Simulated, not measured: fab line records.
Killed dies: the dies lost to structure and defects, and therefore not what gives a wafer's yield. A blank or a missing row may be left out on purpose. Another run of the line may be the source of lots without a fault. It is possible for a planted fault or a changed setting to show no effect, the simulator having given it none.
Which of the tools did it? ; flow gf180mcu ; Sampling: 13 lots, 39 wafers, 3 of 602 route steps

## WHAT THE GAUGES SHOWED, per wafer
GF_PSD_RS_MEAS_15: uses a four-point probe to measure. Usual: for PSD_RS the level is 108.47 ohm/sq and the standard deviation is 0.25.
lot;measured;on;PSD_RS (ohm/sq);flag
L228;day 14 13:28;film-metro-03;107.93 108.44 108.26;
L229;day 14 23:14;film-metro-03;108.44 107.94 108.37;
L230;day 15 08:21;film-metro-03;108.69 108.89 108.77;
L232;day 16 00:50;film-metro-01;108.41 108.75 108.76;
L233;day 16 13:58;film-metro-02;108.88 108.60 108.59;
L236;day 17 04:58;film-metro-03;108.51 108.53 108.50;
L235;day 17 08:17;film-metro-01;108.02 108.68 108.05;
L237;day 17 19:32;film-metro-01;108.36 108.19 108.53;
L241;day 19 02:45;film-metro-03;108.30 108.42 108.61;
L240;day 19 05:49;film-metro-02;108.30 108.52 108.50;
L248;day 21 16:05;film-metro-01;108.16 108.29 108.60;
L249;day 21 22:08;film-metro-02;108.52 108.31 108.86;
L250;day 22 05:11;film-metro-02;109.03 108.60 108.48;

GF_SAB_OVL_MEAS_10. Usual: for SAB_OVL the level is 0.5 nm and the standard deviation is 1.3.
lot;measured;on;SAB_OVL (nm);flag
L228;day 15 09:50;overlay-02;1.6 0.3 0.4;
L229;day 15 19:39;overlay-02;2.1 1.5 2.2;
L230;day 16 06:14;overlay-01;2.1 2.3 2.5;
L232;day 16 22:52;overlay-02;-0.4 0.0 0.9;
L233;day 17 12:21;overlay-01;-2.2 -1.6 -0.9;
L236;day 18 03:59;overlay-01;-0.1 1.1 0.5;
L235;day 18 07:31;overlay-02;-0.6 -1.1 -0.5;
L237;day 18 18:53;overlay-01;-0.1 0.2 0.7;
L241;day 20 03:02;overlay-02;-0.1 -0.5 0.3;
L240;day 20 06:34;overlay-01;2.2 1.3 0.9;
L248;day 22 15:44;overlay-02;2.1 3.8 4.0;
L249;day 22 21:23;overlay-01;-1.2 -0.8 1.7;
L250;day 23 03:41;overlay-02;1.6 1.7 -1.6;

## TOOL THAT RAN EACH LOT (tool first, then ch and the chambers of the sampled wafers, then the start)
lot;GF_PSD_RTA_13
L228;rtp-anneal-01 ch 0, day 14 13:15
L229;rtp-anneal-02 ch 0, day 14 23:01
L230;rtp-anneal-01 ch 0, day 15 08:08
L232;rtp-anneal-01 ch 0, day 16 00:33
L233;rtp-anneal-01 ch 0, day 16 13:44
L236;rtp-anneal-02 ch 0, day 17 04:45
L235;rtp-anneal-01 ch 0, day 17 08:05
L237;rtp-anneal-02 ch 0, day 17 19:20
L241;rtp-anneal-02 ch 0, day 19 02:32
L240;rtp-anneal-01 ch 0, day 19 05:37
L248;rtp-anneal-02 ch 0, day 21 15:52
L249;rtp-anneal-02 ch 0, day 21 21:56
L250;rtp-anneal-02 ch 0, day 22 04:59
- GF_PSD_RTA_13: time 20 s.

## WHAT THE TOOLS THEMSELVES READ (means of the sampled wafers that have a number; where no wafer has one, the mark that the record gives instead)
GF_PSD_RTA_13. Usual: anneal-temp-c-max 1030.7, standard deviation 1.1; chamber-o2-ppm 2.002, standard deviation 0.022; lamp-power-pct 34.6 %, standard deviation 0.48; wafer_temp_C_max 1030.3, standard deviation 1.3.
lot;tool;anneal-temp-c-max;chamber-o2-ppm;lamp-power-pct (%);wafer_temp_C_max;flag
L228;rtp-anneal-01;1030.3;2.017;34.0;1029.6;
L229;rtp-anneal-02;1029.9;2.005;35.0;1031.4;
L230;rtp-anneal-01;1030.8;1.998;34.1;1028.8;
L232;rtp-anneal-01;1031.9;2.002;34.0;1029.8;
L233;rtp-anneal-01;1031.9;2.005;34.0;1029.8;
L236;rtp-anneal-02;1030.6;2.016;35.0;1031.4;
L235;rtp-anneal-01;1031.3;2.002;34.1;1028.8;
L237;rtp-anneal-02;1030.2;1.988;35.0;1031.6;
L241;rtp-anneal-02;1031.5;1.976;35.0;1031.3;
L240;rtp-anneal-01;1031.1;2.003;34.0;1028.8;
L248;rtp-anneal-02;1030.1;1.997;35.0;1031.5;
L249;rtp-anneal-02;1030.2;1.984;35.0;1031.6;
L250;rtp-anneal-02;1030.7;1.981;35.0;1031.7;

## THE ANSWER, worked out from the rows above alone
Rule: take the mean of a lot's wafers that have a number; if it is more than 3 standard deviations from the usual mean, the lot is off. A lot without any number at a reading at which 4 lots or more have one is off too. All remaining lots with rows at the step are treated as sound. After the gauges, taken in route order, come the tools' own readings; for these a lot's mean is taken, as printed above. The first step at which some lot is off is used, and at that step the reading that is off furthest; a lot without a number counts as furthest.
No lot is off at any reading shown: from this, nothing can be told.

## WHAT THE SIMULATOR HAD PUT IN
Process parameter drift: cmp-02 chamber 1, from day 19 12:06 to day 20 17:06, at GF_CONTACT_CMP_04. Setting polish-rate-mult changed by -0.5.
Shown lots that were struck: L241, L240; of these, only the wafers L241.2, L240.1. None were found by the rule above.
